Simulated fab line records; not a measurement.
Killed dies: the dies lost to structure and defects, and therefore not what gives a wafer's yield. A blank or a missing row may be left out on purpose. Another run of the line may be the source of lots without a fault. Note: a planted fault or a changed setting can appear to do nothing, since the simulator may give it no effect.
Matching of chambers / flow sky130 / SKY_VIA3_CMP_24 on cmp-01 has 4 sister chambers
The step polishes, stops on SiO2, t overpolish 20 s, target thk 0 nm. 16 wafers are shown with their chamber, then 8 later ones without.

## WAFERS WITH THEIR CHAMBER
wafer=L795.3; chamber=0; motor_current_A (A)=11.0; time_to_endpoint_s (s)=95; platen_rpm (rpm)=60.03
wafer=L795.4; chamber=1; motor_current_A (A)=11.3; time_to_endpoint_s (s)=99; platen_rpm (rpm)=59.96
wafer=L795.5; chamber=1; motor_current_A (A)=11.2; time_to_endpoint_s (s)=96; platen_rpm (rpm)=59.98
wafer=L796.1; chamber=2; motor_current_A (A)=12.0; time_to_endpoint_s (s)=92; platen_rpm (rpm)=60.02
wafer=L796.3; chamber=0; motor_current_A (A)=11.5; time_to_endpoint_s (s)=90; platen_rpm (rpm)=59.95
wafer=L796.4; chamber=1; motor_current_A (A)=11.1; time_to_endpoint_s (s)=95; platen_rpm (rpm)=59.96
wafer=L798.2; chamber=0; motor_current_A (A)=11.4; time_to_endpoint_s (s)=94; platen_rpm (rpm)=59.97
wafer=L798.4; chamber=3; motor_current_A (A)=12.0; time_to_endpoint_s (s)=89; platen_rpm (rpm)=59.93
wafer=L798.5; chamber=2; motor_current_A (A)=12.8; time_to_endpoint_s (s)=94; platen_rpm (rpm)=60.07
wafer=L800.3; chamber=1; motor_current_A (A)=11.5; time_to_endpoint_s (s)=93; platen_rpm (rpm)=60.03
wafer=L800.4; chamber=3; motor_current_A (A)=11.2; time_to_endpoint_s (s)=88; platen_rpm (rpm)=59.93
wafer=L800.5; chamber=3; motor_current_A (A)=11.8; time_to_endpoint_s (s)=89; platen_rpm (rpm)=59.95
wafer=L809.1; chamber=1; motor_current_A (A)=11.6; time_to_endpoint_s (s)=92; platen_rpm (rpm)=60.07
wafer=L809.2; chamber=3; motor_current_A (A)=11.3; time_to_endpoint_s (s)=87; platen_rpm (rpm)=60.03
wafer=L809.3; chamber=2; motor_current_A (A)=13.0; time_to_endpoint_s (s)=91; platen_rpm (rpm)=60.01
wafer=L812.1; chamber=1; motor_current_A (A)=11.5; time_to_endpoint_s (s)=92; platen_rpm (rpm)=59.96

SIGNATURES (averages over the wafers above)
reading=motor_current_A; chamber 0=11.300; chamber 1=11.367; chamber 2=12.600; chamber 3=11.575; scatter within a chamber=0.334
reading=time_to_endpoint_s; chamber 0=93.00; chamber 1=94.50; chamber 2=92.33; chamber 3=88.25; scatter within a chamber=2.22
reading=platen_rpm; chamber 0=59.9833; chamber 1=59.9933; chamber 2=60.0333; chamber 3=59.9600; scatter within a chamber=0.0438
Rule: distance of a wafer from a chamber = root of the sum over the readings of ((wafer's reading minus chamber's mean) / reading's scatter) squared. If the next closest chamber is less than 2 further off than the closest, the wafer can't be placed; otherwise it belongs to the closest. The scatter: the root of (the sum of the squares of (reading less its chamber's mean) over the shown wafers, divided by (wafers less chambers)).

## WAFERS WITH NO CHAMBER GIVEN
wafer=L812.5; motor_current_A (A)=11.0; time_to_endpoint_s (s)=88; platen_rpm (rpm)=59.99
wafer=L812.6; motor_current_A (A)=11.6; time_to_endpoint_s (s)=90; platen_rpm (rpm)=59.96
wafer=L816.1; motor_current_A (A)=11.7; time_to_endpoint_s (s)=89; platen_rpm (rpm)=59.93
wafer=L816.3; motor_current_A (A)=12.3; time_to_endpoint_s (s)=95; platen_rpm (rpm)=60.03
wafer=L816.6; motor_current_A (A)=11.1; time_to_endpoint_s (s)=95; platen_rpm (rpm)=59.95
wafer=L815.3; motor_current_A (A)=11.7; time_to_endpoint_s (s)=90; platen_rpm (rpm)=59.99
wafer=L815.4; motor_current_A (A)=11.8; time_to_endpoint_s (s)=91; platen_rpm (rpm)=59.99
wafer=L815.5; motor_current_A (A)=11.3; time_to_endpoint_s (s)=91; platen_rpm (rpm)=59.99

## WHICH CHAMBER EACH ONE RAN IN
wafer=L812.5; from the rows above=can't be placed: 3 or 0 or 1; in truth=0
wafer=L812.6; from the rows above=can't be placed: 3 or 0 or 1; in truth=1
wafer=L816.1; from the rows above=can't be placed: 3 or 0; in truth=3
wafer=L816.3; from the rows above=can't be placed: 2 or 1 or 0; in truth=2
wafer=L816.6; from the rows above=can't be placed: 1 or 0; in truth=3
wafer=L815.3; from the rows above=can't be placed: 3 or 0 or 1 or 2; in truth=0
wafer=L815.4; from the rows above=can't be placed: 3 or 0 or 1 or 2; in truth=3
wafer=L815.5; from the rows above=can't be placed: 0 or 1 or 3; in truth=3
Correctly placed: 0 of 8. Can't be placed from these rows: 8 (the true chamber is among the candidates in 7). Placed wrongly: 0.
